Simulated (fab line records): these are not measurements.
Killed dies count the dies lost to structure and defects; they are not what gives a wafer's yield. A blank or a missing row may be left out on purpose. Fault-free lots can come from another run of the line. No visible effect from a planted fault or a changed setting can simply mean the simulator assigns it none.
fab line records + flow sky130
[record]
- lots = 6
- wafers = 18
- lastDay = 50
route steps=708 shown METAL1@436
lots with no fault: from the same line, run without faults
startH: start of the lot's first displayed wafer, in hours after the record's first day + waitH: how many hours have passed since the lot's step before this one + " unchanged from the row above + L1.1+2: one row covering several wafers at once + - either no value or no given start + * or withheld: withheld + < > ~ a bound
route shown NAME@n: a module of which the file shows steps, and the number in the route of the first + usual: mean/standard deviation of fault-free wafers + same: alike in all rows + chamber/n: place in a boat + sites: per-site readings + _std_site: the values' standard deviation + _edge_site: mean of outer sites minus mean of inner sites + radiusMm: how far each site lies from the wafer's centre + mask NAME#n: copy n + behind: the tool/chamber that last shaped the wafer + hold: the reason the lot was held/the length of the hold in hours/how it ended + device: the n, p or np transistor that did not switch + end of line: tests of these same wafers at the route's end + a step without rows: its recipe alone + killed: the dies lost at the first sort to structure and to defects; this is not the yield of the wafer + map: a wafer's dies, x killed, . not, _ none there
set.NAME: the setting as run; set.NAME@STEP: as run at that earlier step + model.NAME: the simulator's own value behind a step, which no gauge read
a table for each step, a row for each wafer; lots at some steps of the route
services: when a tool's chamber went out of use (startH, in hours from the record's first day, below 0 if earlier), for how many hours, and the reason
[[steps]]
[step SKY_METAL1_SPUTTER_02]
[recipe]
- material = AlCu
- targetThkNm = 250
- powerW = 10600
- timeS = 13.3
- chamberPressurePa = 0.4
[usual]
- throttleValvePct = 29.5/1.1
| lot.wafer | tool          | chamber | startH | waitH | throttleValvePct |
|-----------|---------------|---------|--------|-------|------------------|
| L511.2    | pvdSputter-01 | -       | 807.79 | 0.0   | 30.5             |
| L511.4    | "             | -       | "      | "     | 28.1             |
| L511.6    | "             | -       | "      | "     | 29.0             |
| L515.2    | pvdSputter-03 | -       | 838.61 | 0.0   | 29.1             |
| L515.3    | "             | -       | "      | "     | 32.4             |
| L515.5    | "             | -       | "      | "     | 28.9             |
| L520.1    | pvdSputter-02 | -       | 868.40 | 0.0   | 28.5             |
| L520.4    | "             | -       | "      | "     | 28.9             |
| L520.5    | "             | -       | "      | "     | 28.5             |
| L521.4    | pvdSputter-01 | -       | 880.63 | 0.0   | 29.0             |
| L521.5    | "             | -       | "      | "     | 30.3             |
| L521.6    | "             | -       | "      | "     | 29.0             |
| L522.2    | pvdSputter-03 | -       | 884.59 | 0.0   | 28.6             |
| L522.4    | "             | -       | "      | "     | 31.9             |
| L522.6    | "             | -       | "      | "     | 29.2             |
| L526.1    | pvdSputter-03 | -       | 910.04 | 0.0   | 32.0             |
| L526.2    | "             | -       | "      | "     | 28.6             |
| L526.3    | "             | -       | "      | "     | 28.9             |
[step SKY_METAL1_SPUTTER_03]
[recipe]
- material = Ti
- targetThkNm = 5
- powerW = 3000
- timeS = 3.3
- chamberPressurePa = 0.4
[usual]
- throttleValvePct = 29.5/1.1
| lot.wafer | tool          | chamber | startH | waitH | throttleValvePct |
|-----------|---------------|---------|--------|-------|------------------|
| L511.2    | pvdSputter-01 | -       | 807.81 | 0.0   | 30.4             |
| L511.4    | "             | -       | "      | "     | 28.3             |
| L511.6    | "             | -       | "      | "     | 29.0             |
| L515.2    | pvdSputter-03 | -       | 838.64 | 0.0   | 29.3             |
| L515.3    | "             | -       | "      | "     | 31.8             |
| L515.5    | "             | -       | "      | "     | 29.1             |
| L520.1    | pvdSputter-02 | -       | 868.43 | 0.0   | 28.8             |
| L520.4    | "             | -       | "      | "     | 28.9             |
| L520.5    | "             | -       | "      | "     | 28.7             |
| L521.4    | pvdSputter-01 | -       | 880.65 | 0.0   | 29.0             |
| L521.5    | "             | -       | "      | "     | 30.3             |
| L521.6    | "             | -       | "      | "     | 28.9             |
| L522.2    | pvdSputter-03 | -       | 884.61 | 0.0   | 28.2             |
| L522.4    | "             | -       | "      | "     | 31.6             |
| L522.6    | "             | -       | "      | "     | 29.4             |
| L526.1    | pvdSputter-03 | -       | 910.06 | 0.0   | 31.8             |
| L526.2    | "             | -       | "      | "     | 28.6             |
| L526.3    | "             | -       | "      | "     | 28.9             |
[step SKY_METAL1_SPUTTER_04]
[recipe]
- material = TiN
- targetThkNm = 70
- powerW = 6500
- timeS = 58.3
- chamberPressurePa = 0.4
[usual]
- throttleValvePct = 29.5/1.1
| lot.wafer | tool          | chamber | startH | waitH | throttleValvePct |
|-----------|---------------|---------|--------|-------|------------------|
| L511.2    | pvdSputter-01 | -       | 807.83 | 0.0   | 30.3             |
| L511.4    | "             | -       | "      | "     | 28.1             |
| L511.6    | "             | -       | "      | "     | 28.9             |
| L515.2    | pvdSputter-03 | -       | 838.65 | 0.0   | 28.8             |
| L515.3    | "             | -       | "      | "     | 31.9             |
| L515.5    | "             | -       | "      | "     | 29.1             |
| L520.1    | pvdSputter-02 | -       | 868.44 | 0.0   | 28.6             |
| L520.4    | "             | -       | "      | "     | 28.9             |
| L520.5    | "             | -       | "      | "     | 28.6             |
| L521.4    | pvdSputter-01 | -       | 880.67 | 0.0   | 28.9             |
| L521.5    | "             | -       | "      | "     | 30.0             |
| L521.6    | "             | -       | "      | "     | 28.9             |
| L522.2    | pvdSputter-03 | -       | 884.63 | 0.0   | 28.6             |
| L522.4    | "             | -       | "      | "     | 32.1             |
| L522.6    | "             | -       | "      | "     | 29.0             |
| L526.1    | pvdSputter-03 | -       | 910.08 | 0.0   | 31.8             |
| L526.2    | "             | -       | "      | "     | 28.5             |
| L526.3    | "             | -       | "      | "     | 29.1             |
[step SKY_METAL1_RS_MEAS_05]
[recipe]
- thkMeasGauge = four-point-probe
- reads = TiN_of_METAL1_SPUTTER_04+Ti_of_METAL1_SPUTTER_03+AlCu_of_METAL1_SPUTTER_02+TiN_of_METAL1_SPUTTER_01+Ti_of_METAL1_SPUTTER_00
[usual]
- METAL1_ALCU_RS = 0.1265/0.0017
| lot.wafer | tool         | chamber | startH | waitH | METAL1_ALCU_RS[ohm/sq] |
|-----------|--------------|---------|--------|-------|------------------------|
| L511.2    | filmMetro-01 | -       | 807.90 | 0.0   | 0.1270                 |
| L511.4    | "            | -       | "      | "     | 0.1280                 |
| L511.6    | "            | -       | "      | "     | 0.1271                 |
| L515.2    | filmMetro-03 | -       | 838.72 | 0.0   | 0.1273                 |
| L515.3    | "            | -       | "      | "     | 0.1276                 |
| L515.5    | "            | -       | "      | "     | 0.1280                 |
| L520.1    | filmMetro-02 | -       | 868.49 | 0.0   | 0.1251                 |
| L520.4    | "            | -       | "      | "     | 0.1239                 |
| L520.5    | "            | -       | "      | "     | 0.1258                 |
| L521.4    | filmMetro-02 | -       | 880.78 | 0.1   | 0.1267                 |
| L521.5    | "            | -       | "      | "     | 0.1247                 |
| L521.6    | "            | -       | "      | "     | 0.1274                 |
| L522.2    | filmMetro-03 | -       | 884.70 | 0.0   | 0.1277                 |
| L522.4    | "            | -       | "      | "     | 0.1281                 |
| L522.6    | "            | -       | "      | "     | 0.1284                 |
| L526.1    | filmMetro-02 | -       | 910.13 | 0.0   | 0.1276                 |
| L526.2    | "            | -       | "      | "     | 0.1287                 |
| L526.3    | "            | -       | "      | "     | 0.1259                 |
[step SKY_METAL1_THK_MEAS_06]
[recipe]
- thkMeasGauge = xrf
- reads = AlCu_of_METAL1_SPUTTER_02
[usual]
- METAL1_ALCU_THK = 247/3.8
| lot.wafer | tool         | chamber | startH | waitH | METAL1_ALCU_THK[nm] |
|-----------|--------------|---------|--------|-------|---------------------|
| L511.2    | filmMetro-01 | -       | 808.01 | 0.1   | 245                 |
| L511.4    | "            | -       | "      | "     | 242                 |
| L511.6    | "            | -       | "      | "     | 241                 |
| L515.2    | filmMetro-03 | -       | 838.83 | 0.1   | 246                 |
| L515.3    | "            | -       | "      | "     | 245                 |
| L515.5    | "            | -       | "      | "     | 245                 |
| L520.1    | filmMetro-02 | -       | 868.61 | 0.1   | 249                 |
| L520.4    | "            | -       | "      | "     | 252                 |
| L520.5    | "            | -       | "      | "     | 247                 |
| L521.4    | filmMetro-02 | -       | 880.87 | 0.1   | 245                 |
| L521.5    | "            | -       | "      | "     | 251                 |
| L521.6    | "            | -       | "      | "     | 242                 |
| L522.2    | filmMetro-03 | -       | 884.81 | 0.1   | 244                 |
| L522.4    | "            | -       | "      | "     | 246                 |
| L522.6    | "            | -       | "      | "     | 245                 |
| L526.1    | filmMetro-02 | -       | 910.25 | 0.1   | 245                 |
| L526.2    | "            | -       | "      | "     | 244                 |
| L526.3    | "            | -       | "      | "     | 247                 |
[step SKY_METAL1_DEHYDRATE_07]
[recipe]
- tempC = 200
- timeS = 60
[step SKY_METAL1_HMDS_08]
[recipe]
- primeTimeS = 60
- primeTempC = 120
[step SKY_METAL1_COAT_09]
[recipe]
- resist = BARC
- tempC = withheld
- timeS = withheld
- spinRpm = 3000
- resistThkNm = 60
[step SKY_METAL1_COAT_10]
[recipe]
- resist = KrF-thick
- spinRpm = 3000
- resistThkNm = 450
[step SKY_METAL1_SOFTBAKE_11]
[recipe]
- tempC = 100
- timeS = 90
- resist = KrF-thick
[step SKY_METAL1_EXPOSE_12]
[recipe]
- maskId = MM1
- na = 0.8
- sourceShape = annular
- sigmaInner = 0.55
- sigmaOuter = 0.85
- targetCdNm = 140
- doseMj = 28
[step SKY_METAL1_PEB_13]
[recipe]
- pebTempC = withheld
- pebTimeS = withheld
- resist = KrF-thick
[step SKY_METAL1_DEVELOP_14]
[recipe]
- developTimeS = 60
- resist = KrF-thick
- devTempC = 21
[usual]
- chillPlateTempC = 23.00/0.11
- developTimeS = 60/0
| lot.wafer | tool          | chamber | startH | waitH | chillPlateTempC | developTimeS | model.KrF-thick_of_METAL1_COAT_10.thkNm |
|-----------|---------------|---------|--------|-------|-----------------|--------------|-----------------------------------------|
| L511.2    | lithoTrack-02 | 0       | 834    | -     | 23.05           | 60           | 436.7                                   |
| L511.4    | "             | 0       | "      | "     | 22.82           | 60           | 437.7                                   |
| L511.6    | "             | 0       | "      | "     | 22.91           | 60           | 436.7                                   |
| L515.2    | lithoTrack-04 | 0       | 864    | -     | 23.04           | 60           | 436.8                                   |
| L515.3    | "             | 0       | "      | "     | 23.09           | 60           | 435.4                                   |
| L515.5    | "             | 0       | "      | "     | 22.94           | 60           | 436.9                                   |
| L520.1    | lithoTrack-04 | -       | 893    | -     | -               | -            | 452.6                                   |
| L520.4    | "             | -       | 894    | -     | -               | -            | 452.9                                   |
| L520.5    | "             | -       | "      | "     | -               | -            | 451.8                                   |
| L521.4    | lithoTrack-04 | -       | 906    | -     | -               | -            | 449.4                                   |
| L521.5    | "             | -       | "      | "     | -               | -            | 450.2                                   |
| L521.6    | "             | -       | "      | "     | -               | -            | 450.8                                   |
| L522.2    | lithoTrack-01 | 0       | 909    | -     | 22.80           | 60           | 436.3                                   |
| L522.4    | "             | 0       | "      | "     | 23.02           | 60           | 436.5                                   |
| L522.6    | "             | 0       | "      | "     | 22.74           | 60           | 435.5                                   |
| L526.1    | lithoTrack-01 | 0       | 934    | -     | 22.99           | 60           | 435.1                                   |
| L526.2    | "             | 0       | "      | "     | 23.08           | 60           | 434.6                                   |
| L526.3    | "             | 0       | "      | "     | 23.04           | 60           | 435.2                                   |
[step SKY_METAL1_CD_MEAS_15]
[recipe]
- targetCdNm = 140
[usual]
- cdNm = 140.2/1.5
| lot.wafer | tool     | chamber | startH | waitH | cdNm  |
|-----------|----------|---------|--------|-------|-------|
| L511.2    | cdSem-02 | -       | 834.25 | -     | 137.6 |
| L511.4    | "        | -       | "      | "     | 139.2 |
| L511.6    | "        | -       | "      | "     | 138.1 |
| L515.2    | cdSem-02 | -       | 864.88 | -     | 143.4 |
| L515.3    | "        | -       | "      | "     | 142.4 |
| L515.5    | "        | -       | "      | "     | 141.9 |
| L520.1    | cdSem-01 | -       | 894.11 | -     | -     |
| L520.4    | "        | -       | "      | "     | -     |
| L520.5    | "        | -       | "      | "     | -     |
| L521.4    | cdSem-01 | -       | 906.22 | -     | -     |
| L521.5    | "        | -       | "      | "     | -     |
| L521.6    | "        | -       | "      | "     | -     |
| L522.2    | cdSem-01 | -       | 909.58 | -     | 138.8 |
| L522.4    | "        | -       | "      | "     | 138.8 |
| L522.6    | "        | -       | "      | "     | 139.4 |
| L526.1    | cdSem-01 | -       | 934.71 | -     | 139.1 |
| L526.2    | "        | -       | "      | "     | 139.1 |
| L526.3    | "        | -       | "      | "     | 137.8 |
[[services]]
| tool          | chamber | startH | hours | kind                  |
|---------------|---------|--------|-------|-----------------------|
| pvdSputter-02 | 3       | 789.53 | -     | consumableReplace:kit |
| pvdSputter-02 | 3       | 789.53 | 18.0  | scheduledDown         |
| pvdSputter-02 | 3       | 789.53 | 18.0  | ventCycle             |
| pvdSputter-01 | -       | 836.52 | 16.7  | repair                |
| pvdSputter-02 | -       | 860.26 | 2.4   | repair                |
| pvdSputter-03 | 1       | 893.34 | -     | consumableReplace:kit |
| pvdSputter-03 | 1       | 893.34 | 18.0  | scheduledDown         |
| pvdSputter-03 | 1       | 893.34 | 18.0  | ventCycle             |
[[key]]
[firstSign]
- step = SKY_METAL1_DEVELOP_14
- reading = toolRecord
- direction = missing
effect none on later readings
[modelEffect]
- step = SKY_METAL1_DEVELOP_14
- value = KrF-thick_of_METAL1_COAT_10.thkNm
- without = 437.2
- struck = 451.3
metAt SKY_METAL1_DEVELOP_14
struckWafers L520.1,L520.4,L520.5,L521.4,L521.5,L521.6
laterRowsLeftOut L520.1,L520.4,L520.5,L521.4,L521.5,L521.6
sortLeftOut L520.1,L520.4,L520.5,L521.4,L521.5,L521.6
onsetBetween 864 893
[fault]
- kind = skippedStepWhole
- tool = lithoTrack-04
- chamber = -
- onsetH = 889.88
- steps = SKY_METAL1_DEVELOP_14
- scope = struckLotsOnly
// sortLeftOut: the simulated sort isn't trusted on such a fault, so these wafers' sort isn't shown, and their yield isn't known
// laterRowsLeftOut: the simulator's readings of these wafers behind a module that went badly wrong aren't trusted and aren't shown, but for the sort
